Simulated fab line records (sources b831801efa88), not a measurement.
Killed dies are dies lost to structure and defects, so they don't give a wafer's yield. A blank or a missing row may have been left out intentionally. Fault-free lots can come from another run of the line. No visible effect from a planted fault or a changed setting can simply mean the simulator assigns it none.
Problem report in the 8D (eight disciplines) form, filled by code + flow sfqLine + the parts of the form that need people (team, actions taken, sign-off) are left out

## 1. THE ISSUE
M1_NB_RS at SFQ_M1_RS_MEAS_909 reads a mean of 0.708 ohm/sq on 2 wafers of 2 lots; wafers without a fault read 0.893 ohm/sq with a standard deviation of 0.0096. Relative to the usual mean, that is a shift of -19 standard deviations.
The step: measures by four-point-probe.
First seen on wafer L464.4, day 26 13:01, on filmMetro-04. The record has a number at this step for 42 wafers belonging to 14 lots. Rule for "out", or "out of limits": more than 4 standard deviations from the usual mean. Any other wafer with a number is counted as sound.

## 2. WHAT THIS IS AND IS NOT
| question                    | is                         | is not                                                                 |
|-----------------------------|----------------------------|------------------------------------------------------------------------|
| which readings at this step | M1_NB_RS                   | -                                                                      |
| which lots                  | L464, L465                 | L445, L446, L447, L448, L450, L451, L452, L453, L454, L456, L458, L462 |
| which wafers of those lots  | L464.4, L465.4             | L464.2, L464.5, L465.1, L465.6                                         |
| read on which gauges        | filmMetro-01, filmMetro-04 | filmMetro-02                                                           |
| when                        | from day 26 13:01          | up to then (38 sound wafers); but 2 sound wafers of L465 came after    |

## 3. SUSPECTS, AND WHAT RULES EACH OUT
Counting: a tool at a process step up to the reading stays a suspect if it ran every lot that is out. Sound lots after the first of them don't rule it out here, since some wafers of a struck lot are sound.
- the gauge at SFQ_M1_RS_MEAS_909 has been ruled out. 2 gauges (filmMetro-01, filmMetro-04) read the wafers that are out.
- pvdSputter-04 at SFQ_TRILAYER_M1_DEP_SPUTTER_037 (material Nb, target thk 200 nm, time 133.3 s): kept. Every lot that is out went through it, the first being L464 (day 26 12:54); the last sound lot it ran before that was L462 (day 25 17:34).
Remaining after the count: pvdSputter-04 at SFQ_TRILAYER_M1_DEP_SPUTTER_037.

## 4. THE CAUSE (what the simulator had put in)
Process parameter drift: pvdSputter-04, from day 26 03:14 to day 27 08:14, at SFQ_TRILAYER_M1_DEP_SPUTTER_037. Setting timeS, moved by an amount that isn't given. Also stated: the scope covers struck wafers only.
After counting, this tool was the only one left.

## 5. SEQUENCE OF EFFECTS, ordered by route
Rows list readings where the struck wafers' mean (over those with a number) sits beyond 3 standard deviations from the usual. Only readings whose record carries a usual standard deviation are examined. hours: median over the lots of the time between each lot's start at the first step of this table that gives one and its start at this step. sigmas: the change, counted in usual standard deviations.
| hours | step                                | reading      | usual        | on struck wafers | change | sigmas |
|-------|-------------------------------------|--------------|--------------|------------------|--------|--------|
| 0     | SFQ_M1_RS_MEAS_909                  | M1_NB_RS     | 0.893 ohm/sq | 0.708            | -0.185 | -19    |
| 149   | SFQ_TRILAYER_M1_ETCH_METAL_ETCH_042 | oesProductAu | 0.892 a.u.   | 0.995            | +0.103 | +15    |
The process steps in it:
- SFQ_TRILAYER_M1_ETCH_METAL_ETCH_042: etches Nb in Cl2/Ar, stops on SiO2, target depth 240 nm, time 120 s.

## 6. HOW IT WOULD HAVE BEEN CAUGHT EARLIER
10 hours passed between the start of the fault at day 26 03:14 and the first reading out of limits at a measuring or inspecting step in this record, taken at day 26 13:01.
No tool reading at SFQ_TRILAYER_M1_DEP_SPUTTER_037 that has a usual standard deviation in the record was out on any struck wafer, so an alarm limit of 4 standard deviations on those readings would not have fired.
Lots out: 2; of these, L465 started SFQ_TRILAYER_M1_DEP_SPUTTER_037 on pvdSputter-04 after day 26 13:01. Had the tool been put on hold then, it would have been spared.
